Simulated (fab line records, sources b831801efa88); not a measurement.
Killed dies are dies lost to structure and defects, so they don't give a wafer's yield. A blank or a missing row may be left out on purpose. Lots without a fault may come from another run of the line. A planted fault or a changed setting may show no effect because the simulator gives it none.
Which tool did it? | flow sky130 | 13 lots, 39 wafers sampled, at 6 steps of a route of 708

WHAT THE GAUGES READ, wafer by wafer
SKY_LI_CONTACT_THK_MEAS_01. Usual: LI_CONTACT_HDPCVD_THK 965 nm, standard deviation 10.
lot  | measured     | on            | LI_CONTACT_HDPCVD_THK (nm) | flag
L409 | day 28 15:40 | film_metro-03 | 966 960 963                |
L410 | day 28 15:58 | film_metro-03 | 966 952 961                |
L411 | day 28 16:16 | film_metro-04 | 947 956 973                |
L413 | day 29 09:49 | film_metro-04 | 966 955 961                |
L414 | day 29 17:38 | film_metro-01 | 954 963 961                |
L417 | day 30 19:46 | film_metro-03 | 968 966 982                |
L418 | day 31 03:00 | film_metro-01 | 968 966 968                |
L423 | day 32 15:26 | film_metro-03 | 839 833 845                | OFF
L424 | day 32 22:30 | film_metro-03 | 997 984 976                |
L425 | day 33 08:32 | film_metro-01 | 830 837 824                | OFF
L426 | day 33 14:01 | film_metro-03 | 831 833 820                | OFF
L429 | day 34 21:16 | film_metro-04 | 945 967 947                |
L432 | day 36 05:31 | film_metro-01 | 952 969 948                |

SKY_CONTACT_BOW_MEAS_05. Usual: CONTACT_BOW 84 um, standard deviation 6.7.
lot  | measured     | on            | CONTACT_BOW (um) | flag
L409 | day 31 03:16 | film_metro-02 | 88 80 74         |
L410 | day 31 03:35 | film_metro-02 | 78 80 87         |
L411 | day 31 03:47 | film_metro-04 | 92 92 84         |
L413 | day 31 20:34 | film_metro-03 | 79 78 89         |
L414 | day 32 03:32 | film_metro-03 | 78 91 79         |
L417 | day 33 05:56 | film_metro-03 | 77 78 79         |
L418 | day 33 13:00 | film_metro-03 | 96 91 94         |
L423 | day 35 00:09 | film_metro-03 | 73 77 81         |
L424 | day 35 05:18 | film_metro-03 | 82 84 87         |
L425 | day 35 15:14 | film_metro-04 | 98 81 94         |
L426 | day 35 19:56 | film_metro-03 | 87 82 86         |
L429 | day 37 04:33 | film_metro-03 | 77 78 77         |
L432 | day 38 12:44 | film_metro-02 | 90 82 85         |

SKY_METAL1_OVL_MEAS_16. Usual: METAL1_OVL 1 nm, standard deviation 5.7.
lot  | measured     | on         | METAL1_OVL (nm) | flag
L409 | day 33 11:34 | overlay-02 | 9 11 7          |
L410 | day 33 13:13 | overlay-01 | 4 -2 0          |
L411 | day 33 13:34 | overlay-01 | 7 -6 5          |
L413 | day 34 04:01 | overlay-02 | 7 11 4          |
L414 | day 34 11:43 | overlay-01 | 2 -5 1          |
L417 | day 35 11:28 | overlay-02 | 12 2 0          |
L418 | day 35 17:42 | overlay-02 | -7 0 7          |
L423 | day 37 05:13 | overlay-02 | 2 -12 -10       |
L424 | day 37 10:52 | overlay-02 | -5 -12 -3       |
L425 | day 37 20:55 | overlay-02 | 1 -1 5          |
L426 | day 38 01:37 | overlay-02 | -9 -2 -5        |
L429 | day 39 08:40 | overlay-02 | 2 -1 1          |
L432 | day 40 15:52 | overlay-02 | -4 -4 -1        |

SKY_VIA1_CD_MEAS_12: target cd 150 nm. Usual: cd_nm 150.0 nm, standard deviation 1.9.
lot  | measured     | on        | cd_nm (nm)        | flag
L409 | day 34 14:32 | cd_sem-02 | 151.6 152.5 151.6 |
L410 | day 34 16:49 | cd_sem-02 | 154.4 153.8 153.2 |
L411 | day 34 17:09 | cd_sem-01 | 149.9 149.6 149.3 |
L413 | day 35 06:46 | cd_sem-02 | 149.0 148.3 149.9 |
L414 | day 35 13:38 | cd_sem-02 | 149.9 149.0 148.9 |
L417 | day 36 15:22 | cd_sem-02 | 149.3 149.7 149.5 |
L418 | day 36 20:59 | cd_sem-01 | 149.8 150.8 152.1 |
L423 | day 38 07:35 | cd_sem-02 | 153.0 151.7 152.9 |
L424 | day 38 13:56 | cd_sem-01 | 148.4 150.0 147.4 |
L425 | day 38 23:27 | cd_sem-02 | 146.0 146.6 145.5 |
L426 | day 39 03:58 | cd_sem-02 | 148.7 149.5 148.5 |
L429 | day 40 10:16 | cd_sem-02 | 149.7 148.9 147.6 |
L432 | day 41 16:56 | cd_sem-02 | 151.3 150.3 150.9 |

WHICH TOOL RAN EACH LOT (tool, then ch and the chambers of the sampled wafers, then the start)
lot  | SKY_LI_CONTACT_HDPCVD_00         | SKY_LI_CONTACT_ETCH_15
L409 | hdpcvd-01 ch 0,1, day 28 15:34   | rie_diel-04 ch 1,2, day 29 20:38
L410 | hdpcvd-01 ch 0,1, day 28 15:52   | rie_diel-02 ch 0,2,3, day 29 20:59
L411 | hdpcvd-01 ch 0,1,2, day 28 16:10 | rie_diel-04 ch 0,3, day 29 21:02
L413 | hdpcvd-01 ch 0,1, day 29 09:41   | rie_diel-01 ch 1,2,3, day 30 13:59
L414 | hdpcvd-02 ch 0,1,2, day 29 17:32 | rie_diel-04 ch 0,1,2, day 30 21:29
L417 | hdpcvd-02 ch 0,2, day 30 19:38   | rie_diel-02 ch 0,3, day 32 00:08
L418 | hdpcvd-01 ch 0,1,2, day 31 02:54 | rie_diel-02 ch 0,3, day 32 07:17
L423 | hdpcvd-01 ch 0,1,2, day 32 15:19 | rie_diel-04 ch 0,1, day 33 19:11
L424 | hdpcvd-02 ch 1,2, day 32 22:24   | rie_diel-02 ch 0,2,3, day 34 01:02
L425 | hdpcvd-01 ch 0,1,2, day 33 08:25 | rie_diel-04 ch 1,2,3, day 34 11:26
L426 | hdpcvd-01 ch 0,1, day 33 13:54   | rie_diel-04 ch 0,2, day 34 16:08
L429 | hdpcvd-02 ch 0,2, day 34 21:08   | rie_diel-04 ch 2,3, day 35 23:56
L432 | hdpcvd-02 ch 0,2, day 36 05:24   | rie_diel-01 ch 1,2,3, day 37 07:59
- SKY_LI_CONTACT_HDPCVD_00: deposits PSG, target thk 930 nm, time 155 s.
- SKY_LI_CONTACT_ETCH_15: etches PSG in C4F8/O2/Ar, stops on Si, target depth 600 nm.

WHAT THE TOOLS THEMSELVES READ (means of the sampled wafers that have a number; where no wafer has one, the mark that the record gives instead)
SKY_LI_CONTACT_ETCH_15. Usual: oes_product_au 0.837 a.u., standard deviation 0.0044.
lot  | tool        | oes_product_au (a.u.) | flag
L409 | rie_diel-04 | 0.837                 |
L410 | rie_diel-02 | 0.839                 |
L411 | rie_diel-04 | 0.836                 |
L413 | rie_diel-01 | 0.834                 |
L414 | rie_diel-04 | 0.840                 |
L417 | rie_diel-02 | 0.837                 |
L418 | rie_diel-02 | 0.834                 |
L423 | rie_diel-04 | 0.733                 | OFF
L424 | rie_diel-02 | 0.836                 |
L425 | rie_diel-04 | 0.732                 | OFF
L426 | rie_diel-04 | 0.732                 | OFF
L429 | rie_diel-04 | 0.838                 |
L432 | rie_diel-01 | 0.836                 |

THE ANSWER, worked out from the rows above alone
Rule: a lot is off if the mean of its wafers that have a number lies more than 3 standard deviations from the usual mean. A lot without any number at a reading at which 4 lots or more have one is off too. The other lots that the step has rows for count as sound. The gauges are gone through in route order, then the tools' own readings, and for those a lot's mean is taken as printed above. The first step at which some lot is off is used, and at that step the reading that is off furthest; a lot without a number counts as furthest.
Off: L423, L425, L426, at SKY_LI_CONTACT_THK_MEAS_01 (LI_CONTACT_HDPCVD_THK).
A tool fits if, at a process step before that reading, it ran every lot that is off, and no sound lot after the first of them. The gauges at SKY_LI_CONTACT_THK_MEAS_01 aren't tried: what is off there is off at SKY_LI_CONTACT_ETCH_15 too, on other tools, and a gauge's error can't cause that. One fits: hdpcvd-01 at SKY_LI_CONTACT_HDPCVD_00. Its last sound lot is L418 (day 31 02:54), its first lot that is off L423 (day 32 15:19): a fault that began between those two fits.

WHAT THE SIMULATOR HAD PUT IN
Site profile drift: hdpcvd-01, from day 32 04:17 on, at SKY_LI_CONTACT_HDPCVD_00. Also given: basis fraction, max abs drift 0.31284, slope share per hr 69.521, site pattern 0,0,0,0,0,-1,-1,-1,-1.
Lots struck among those shown: L423, L425, L426. The rule above found the same.
